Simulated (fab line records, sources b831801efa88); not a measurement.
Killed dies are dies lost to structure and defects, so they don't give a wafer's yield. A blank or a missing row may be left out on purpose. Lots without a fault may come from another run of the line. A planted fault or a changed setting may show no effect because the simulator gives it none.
Which tool did it? | flow sky130 | 14 lots, 42 wafers sampled, at 4 steps of a route of 708

WHAT THE GAUGES READ, wafer by wafer
SKY_LDD_P_CD_MEAS_07: target cd 380 nm. Usual: cd_nm 380.5 nm, standard deviation 2.2.
lot  | measured     | on        | cd_nm (nm)        | flag
L927 | day 18 19:30 | cd_sem-02 | 380.8 385.3 380.0 |
L928 | day 19 05:03 | cd_sem-02 | 378.1 377.0 378.3 |
L931 | day 20 15:04 | cd_sem-01 | 378.8 380.5 379.7 |
L932 | day 20 21:08 | cd_sem-01 | 382.4 382.7 381.3 |
L933 | day 21 09:34 | cd_sem-01 | 383.0 383.6 384.9 |
L935 | day 21 21:19 | cd_sem-02 | 379.7 380.9 379.6 |
L936 | day 22 19:29 | cd_sem-02 | 380.6 380.9 379.7 |
L937 | day 22 20:59 | cd_sem-02 | 378.5 378.1 379.3 |
L938 | day 23 11:05 | cd_sem-02 | 378.6 379.6 378.7 |
L939 | day 23 19:25 | cd_sem-02 | 378.8 379.6 380.9 |
L940 | day 24 03:29 | cd_sem-01 | 381.6 379.5 381.2 |
L943 | day 25 01:17 | cd_sem-01 | 382.9 383.0 382.3 |

SKY_LDD_HVP_OVL_MEAS_07. Usual: LDD_HVP_OVL 0.6 nm, standard deviation 1.4.
lot  | measured     | on         | LDD_HVP_OVL (nm) | flag
L927 | day 21 09:33 | overlay-01 | 1.3 1.9 0.0      |
L928 | day 21 18:50 | overlay-02 | 0.9 -0.3 2.0     |
L931 | day 23 04:11 | overlay-02 | -0.7 0.3 -0.1    |
L932 | day 23 10:05 | overlay-01 | 1.2 2.8 -0.1     |
L933 | day 23 22:33 | overlay-01 | 0.0 -1.5 1.2     |
L935 | day 24 09:56 | overlay-02 | 1.1 -1.8 -0.7    |
L936 | day 25 08:15 | overlay-01 | 2.9 1.5 3.0      |
L937 | day 25 09:44 | overlay-01 | 1.0 1.4 1.4      |
L938 | day 25 23:08 | overlay-01 | 1.1 3.2 0.1      |
L939 | day 26 06:35 | overlay-02 | -1.3 -0.3 1.3    |
L940 | day 26 15:12 | overlay-01 | 1.0 1.0 1.4      |
L943 | day 27 11:14 | overlay-01 | 1.7 0.7 1.5      |

SKY_SD_P_TW_MEAS_11. Usual: SD_P_TW 2866, standard deviation 21.
lot  | measured     | on            | SD_P_TW        | flag
L927 | day 25 06:35 | film_metro-01 | 2849 2856 2868 |
L928 | day 25 17:54 | film_metro-03 | 2825 2823 2840 |
L931 | day 27 02:21 | film_metro-01 | 2857 2879 2887 |
L932 | day 27 06:09 | film_metro-01 | 2875 2884 2876 |
L933 | day 27 18:04 | film_metro-02 | 2880 2873 2881 |
L935 | day 28 04:10 | film_metro-02 | 2873 2884 2874 |
L936 | day 29 05:58 | film_metro-02 | 2872 2882 2873 |
L937 | day 29 06:15 | film_metro-02 | 2866 2874 2872 |
L938 | day 29 16:27 | film_metro-03 | 2840 2831 2825 |
L939 | day 29 23:21 | film_metro-03 | 2848 2838 2841 |
L940 | day 30 07:25 | film_metro-02 | 2903 2883 2900 |
L943 | day 31 02:05 | film_metro-02 | 2883 2888 2875 |

WHICH TOOL RAN EACH LOT (tool, then ch and the chambers of the sampled wafers, then the start)
lot  | SKY_SONOS_ONO_EXPOSE_10
L927 | iline_stepper-01 ch 0, day 12 00:14
L928 | iline_stepper-01 ch 0, day 12 12:07
L931 | iline_stepper-01 ch 0, day 13 12:43
L932 | iline_stepper-02 ch 0, day 13 19:04
L933 | iline_stepper-01 ch 0, day 14 04:14
L935 | iline_stepper-01 ch 0, day 14 17:39
L936 | iline_stepper-02 ch 0, day 15 06:41
L937 | iline_stepper-01 ch 0, day 15 10:57
L938 | iline_stepper-01 ch 0, day 16 04:29
L939 | iline_stepper-02 ch 0, day 16 10:43
L940 | iline_stepper-01 ch 0, day 16 17:01
L943 | iline_stepper-01 ch 0, day 17 17:08
L948 | iline_stepper-02, day 19 15:08
L950 | iline_stepper-01, day 19 17:55
- SKY_SONOS_ONO_EXPOSE_10: exposes mask ONOM, target cd 410 nm.

WHAT THE TOOLS THEMSELVES READ (means of the sampled wafers that have a number; where no wafer has one, the mark that the record gives instead)
SKY_SONOS_ONO_EXPOSE_10. Usual: exposure_dose_mJ_cm2 149.95, standard deviation 0.15; focus_offset_nm -0.1 nm, standard deviation 0.49.
lot  | tool             | exposure_dose_mJ_cm2 | focus_offset_nm (nm) | flag
L927 | iline_stepper-01 | 149.83               | -0.9                 |
L928 | iline_stepper-01 | 149.85               | -0.1                 |
L931 | iline_stepper-01 | 150.11               | 0.4                  |
L932 | iline_stepper-02 | 149.89               | 0.1                  |
L933 | iline_stepper-01 | 150.08               | -0.3                 |
L935 | iline_stepper-01 | 150.09               | -0.0                 |
L936 | iline_stepper-02 | 150.04               | -0.1                 |
L937 | iline_stepper-01 | 150.01               | 0.7                  |
L938 | iline_stepper-01 | 150.04               | -0.2                 |
L939 | iline_stepper-02 | 149.87               | 0.3                  |
L940 | iline_stepper-01 | 150.19               | -0.2                 |
L943 | iline_stepper-01 | 149.94               | -0.3                 |
L948 | iline_stepper-02 | -                    | -                    | OFF
L950 | iline_stepper-01 | -                    | -                    | OFF

THE ANSWER, worked out from the rows above alone
Rule: a lot is off if the mean of its wafers that have a number lies more than 3 standard deviations from the usual mean. A lot without any number at a reading at which 4 lots or more have one is off too. The other lots that the step has rows for count as sound. The gauges are gone through in route order, then the tools' own readings, and for those a lot's mean is taken as printed above. The first step at which some lot is off is used, and at that step the reading that is off furthest; a lot without a number counts as furthest.
Off: L948, L950, at SKY_SONOS_ONO_EXPOSE_10 (exposure_dose_mJ_cm2). Without a number there: L948, L950.
A tool fits if, at that step or a process step before it, it ran every lot that is off, and no sound lot after the first of them. None of those tried fits.

WHAT THE SIMULATOR HAD PUT IN
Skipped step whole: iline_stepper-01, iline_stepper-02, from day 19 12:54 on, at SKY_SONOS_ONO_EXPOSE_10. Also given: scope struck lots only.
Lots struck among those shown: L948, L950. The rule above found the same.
